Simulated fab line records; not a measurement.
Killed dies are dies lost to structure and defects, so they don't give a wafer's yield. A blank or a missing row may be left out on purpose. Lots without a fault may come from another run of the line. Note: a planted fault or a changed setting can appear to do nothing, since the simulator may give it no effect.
Problem report, 8D (eight disciplines) form, completed by code + flow gf180mcu + the parts of the form that need people (team, actions taken, sign-off) are left out

1. WHAT WENT WRONG
cathode dc power W at GF_MIM_SPUTTER_02 reads a mean of 9972 W on 6 wafers of 2 lots; wafers without a fault read 10600 W with a standard deviation of 2.1. That is -99 or more standard deviations from the usual mean.
The step: material AlCu, target thk 450 nm, time 23.9 s.
First seen on wafer L125.3, day 27 10:29, on pvd sputter-02. The record has a number at this step for 39 wafers belonging to 13 lots. Rule for "out" (also "out of limits"): further than 4 standard deviations from the usual mean. The other wafers with a number count as sound.

2. WHAT IT IS, AND WHAT IT ISN'T
| question                    | is                     | is not                                                                                       |
|-----------------------------|------------------------|----------------------------------------------------------------------------------------------|
| which readings at this step | cathode dc power W     | chamber pressure pa                                                                          |
| which lots                  | L125, L128             | L117, L118, L119, L121, L123, L124, L126, L127, L135, L136, L138                             |
| which wafers of those lots  | all that have a number | -                                                                                            |
| read on which tools         | pvd sputter-02         | pvd sputter-03, pvd sputter-04                                                               |
| when                        | from day 27 10:29      | up to then (18 sound wafers); but 15 sound wafers of L126, L127, L135, L136, L138 came after |

3. SUSPECTS, AND WHAT RULES EACH OUT
Counting: a tool at a process step up to the reading stays a suspect if it ran every lot that is out and no sound lot after the first of them.
- cvd w-01 at GF_V4_CVD_23 (deposits W, target thk 350 nm, time 104.9 s): ruled out as a lasting fault. The sound lots L126, L127, L138 went through it after L125, its earliest lot that is out (day 27 09:48).
- pvd sputter-02 at GF_MIM_SPUTTER_02 (material AlCu, target thk 450 nm, time 23.9 s): ruled out as a lasting fault. The sound lots L136, L138 went through it after L125, its earliest lot that is out (day 27 10:29).
Left after counting: nothing in the record.

4. THE CAUSE (what the simulator had put in)
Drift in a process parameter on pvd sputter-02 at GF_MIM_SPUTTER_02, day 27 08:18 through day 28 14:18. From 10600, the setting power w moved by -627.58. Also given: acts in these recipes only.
Counting ruled it out, wrongly.

5. SEQUENCE OF EFFECTS, ordered by route
One row per reading whose mean, taken over the struck wafers that have a number, lies over 3 standard deviations from the usual. Scope: only readings with a usual standard deviation given in the record; hours: median across lots of the time from each lot's start at the first step in this table that gives one to its start at this step; sigmas: change in usual standard deviations.
| hours | step              | reading            | usual   | on struck wafers | change | sigmas      |
|-------|-------------------|--------------------|---------|------------------|--------|-------------|
| 0     | GF_MIM_SPUTTER_02 | cathode dc power W | 10600 W | 9972             | -628   | -99 or more |
The process steps in it:
- GF_MIM_SPUTTER_02: material AlCu, target thk 450 nm, time 23.9 s.

6. WHAT WOULD HAVE CAUGHT IT SOONER
In this record no reading fell out of limits until day 27 10:29, 2 hours after the fault had begun at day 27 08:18.
